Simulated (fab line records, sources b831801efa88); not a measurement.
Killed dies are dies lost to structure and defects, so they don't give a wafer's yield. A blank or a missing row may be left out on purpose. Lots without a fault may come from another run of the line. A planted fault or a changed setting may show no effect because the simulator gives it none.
Which tool did it? | flow gf180mcu | 15 lots, 45 wafers sampled, at 4 steps of a route of 602

WHAT THE GAUGES READ, wafer by wafer
GF_TOP_METAL_THK_MEAS_06: measures by xrf.
lot  | measured     | on            | TOP_METAL_ALCU_THK (nm)
L985 | day 27 06:29 | film_metro-01 | 900 905 893
L986 | day 27 08:33 | film_metro-04 | 920 919 916
L987 | day 28 02:10 | film_metro-01 | 900 904 915
L989 | day 28 14:59 | film_metro-01 | 893 910 909
L990 | day 28 17:39 | film_metro-03 | 917 905 915
L991 | day 29 04:50 | film_metro-03 | 922 919 912
L994 | day 29 22:44 | film_metro-04 | 923 909 916
L995 | day 30 14:44 | film_metro-04 | 909 924 912
L997 | day 31 01:35 | film_metro-03 | 889 891 891
L998 | day 31 07:51 | film_metro-04 | 911 908 920
L100 | day 32 00:10 | film_metro-04 | 919 919 923
L102 | day 32 08:26 | film_metro-01 | 904 912 896
L106 | day 33 04:55 | film_metro-03 | 910 889 903
L107 | day 33 11:57 | film_metro-01 | 920 906 893
L108 | day 33 18:38 | film_metro-04 | 919 918 916

WHICH TOOL RAN EACH LOT (tool, then ch and the chambers of the sampled wafers, then the start)
lot  | GF_DUAL_GATE_OXIDATION_15     | GF_TOP_METAL_SPUTTER_01      | GF_TOP_METAL_SPUTTER_02
L985 | furnace-01 ch 0, day 8 08:44  | pvd_sputter-02, day 27 06:14 | pvd_sputter-02, day 27 06:16
L986 | furnace-02 ch 0, day 8 13:49  | pvd_sputter-03, day 27 08:18 | pvd_sputter-03, day 27 08:20
L987 | furnace-01 ch 0, day 8 23:10  | pvd_sputter-03, day 28 01:55 | pvd_sputter-03, day 28 01:57
L989 | furnace-02 ch 0, day 9 12:34  | pvd_sputter-02, day 28 14:44 | pvd_sputter-02, day 28 14:46
L990 | furnace-02 ch 0, day 9 15:56  | pvd_sputter-03, day 28 17:24 | pvd_sputter-03, day 28 17:26
L991 | furnace-01 ch 0, day 10 02:29 | pvd_sputter-02, day 29 04:36 | pvd_sputter-02, day 29 04:38
L994 | furnace-01 ch 0, day 10 20:35 | pvd_sputter-04, day 29 22:29 | pvd_sputter-04, day 29 22:31
L995 | furnace-02 ch 0, day 11 09:02 | pvd_sputter-04, day 30 14:29 | pvd_sputter-04, day 30 14:31
L997 | furnace-02 ch 0, day 11 22:09 | pvd_sputter-02, day 31 01:21 | pvd_sputter-02, day 31 01:23
L998 | furnace-02 ch 0, day 12 00:44 | pvd_sputter-03, day 31 07:35 | pvd_sputter-03, day 31 07:37
L100 | furnace-02 ch 0, day 12 17:50 | pvd_sputter-02, day 31 23:56 | pvd_sputter-02, day 31 23:58
L102 | furnace-01 ch 0, day 13 06:46 | pvd_sputter-02, day 32 08:12 | pvd_sputter-02, day 32 08:14
L106 | furnace-01 ch 0, day 14 10:42 | pvd_sputter-03, day 33 04:40 | pvd_sputter-03, day 33 04:42
L107 | furnace-01 ch 0, day 14 20:31 | pvd_sputter-04, day 33 11:43 | pvd_sputter-04, day 33 11:44
L108 | furnace-02 ch 0, day 15 01:03 | pvd_sputter-02, day 33 18:22 | pvd_sputter-02, day 33 18:23
- GF_DUAL_GATE_OXIDATION_15: stabilise 600 s, purge 300 s, target thk 7.098 nm.
- GF_TOP_METAL_SPUTTER_01: material TiN, target thk 30 nm, time 25 s.
- GF_TOP_METAL_SPUTTER_02: material AlCu, target thk 900 nm, time 47.82 s.

WHAT THE TOOLS THEMSELVES READ (means of the sampled wafers that have a number; where no wafer has one, the mark that the record gives instead)
GF_TOP_METAL_SPUTTER_01.
lot  | tool           | throttle_valve_pct (%)
L985 | pvd_sputter-02 | 30.9
L986 | pvd_sputter-03 | 30.3
L987 | pvd_sputter-03 | 30.5
L989 | pvd_sputter-02 | 30.6
L990 | pvd_sputter-03 | 30.5
L991 | pvd_sputter-02 | 30.1
L994 | pvd_sputter-04 | 30.2
L995 | pvd_sputter-04 | 30.3
L997 | pvd_sputter-02 | 30.2
L998 | pvd_sputter-03 | 29.7
L100 | pvd_sputter-02 | 30.9
L102 | pvd_sputter-02 | 30.8
L106 | pvd_sputter-03 | 30.2
L107 | pvd_sputter-04 | 30.4
L108 | pvd_sputter-02 | 30.0

GF_TOP_METAL_SPUTTER_02.
lot  | tool           | throttle_valve_pct (%)
L985 | pvd_sputter-02 | 30.6
L986 | pvd_sputter-03 | 30.1
L987 | pvd_sputter-03 | 30.7
L989 | pvd_sputter-02 | 30.5
L990 | pvd_sputter-03 | 30.6
L991 | pvd_sputter-02 | 30.1
L994 | pvd_sputter-04 | 30.2
L995 | pvd_sputter-04 | 30.4
L997 | pvd_sputter-02 | 30.1
L998 | pvd_sputter-03 | 29.6
L100 | pvd_sputter-02 | 30.9
L102 | pvd_sputter-02 | 30.7
L106 | pvd_sputter-03 | 30.2
L107 | pvd_sputter-04 | 30.7
L108 | pvd_sputter-02 | 29.8

THE ANSWER, worked out from the rows above alone
Rule: what is usual is taken from the lots themselves. Put in order of their means at a reading, lots are off if they are a third of the lots or fewer, leave a main group of 4 or more, and stand apart from it by a gap of 3 or more times the standard deviation of the main group's means; of several such gaps the widest counts. A main group whose means are all the same, to the digits that the tables above print for the reading, isn't used. A lot without any number at a reading at which 4 lots or more have one is off too. The other lots that the step has rows for count as sound. The gauges are gone through in route order, then the tools' own readings, and for those a lot's mean is taken as printed above. The first step at which some lot is off is used, and at that step the reading that is off furthest; a lot without a number counts as furthest.
No lot is off at any reading shown: from this, nothing can be told.

WHAT THE SIMULATOR HAD PUT IN
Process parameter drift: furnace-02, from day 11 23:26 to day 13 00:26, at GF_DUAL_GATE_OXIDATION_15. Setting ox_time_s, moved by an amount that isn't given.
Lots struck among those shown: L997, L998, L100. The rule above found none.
